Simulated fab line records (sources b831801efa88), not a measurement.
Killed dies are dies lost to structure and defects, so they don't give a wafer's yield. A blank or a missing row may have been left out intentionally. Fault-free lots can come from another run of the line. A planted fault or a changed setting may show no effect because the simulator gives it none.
Matching of chambers | flow sky130 | cmp-02 running SKY_VIA2_CMP_02: 4 sister chambers
The step polishes SiO2. 4 wafers are shown with their chamber, then 8 later ones without.

EACH WAFER AND ITS CHAMBER
wafer  | chamber | motor_current_A (A)
L845.4 | 3       | 11.3
L845.5 | 1       | 12.2
L847.2 | 0       | 10.5
L848.4 | 2       | 12.3

WAFERS WITHOUT THEIR CHAMBER
wafer  | motor_current_A (A)
L848.5 | 11.9
L848.6 | 12.1
L849.3 | 12.2
L849.4 | 11.5
L849.6 | 12.4
L854.1 | 11.5
L854.3 | 13.1
L854.6 | 12.1

CHAMBER TAKEN BY EACH
wafer  | from the rows above          | in truth
L848.5 | can't be placed: 1 or 2 or 3 | 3
L848.6 | can't be placed: 1 or 2      | 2
L849.3 | can't be placed: 1 or 2      | 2
L849.4 | can't be placed: 3 or 1 or 2 | 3
L849.6 | can't be placed: 2 or 1      | 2
L854.1 | can't be placed: 3 or 1 or 2 | 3
L854.3 | can't be placed: 2 or 1      | 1
L854.6 | can't be placed: 1 or 2      | 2
Placed correctly: 0 of 8. Unplaceable from these rows: 8, with the true chamber sitting among the candidates in 8. Placed wrongly: 0.
How it was worked out, from the rows above alone: a wafer's distance from a chamber is the root of the sum, over the readings, of the square of ((its reading less the chamber's mean) divided by the reading's scatter). If the next closest chamber is less than 2 further off than the closest, the wafer can't be placed; otherwise it belongs to the closest. Each chamber's mean is taken over the wafers shown for it. The scatter: with one shown wafer a chamber, the root of the mean of the squares of how far each hidden wafer lies from its nearest shown one.
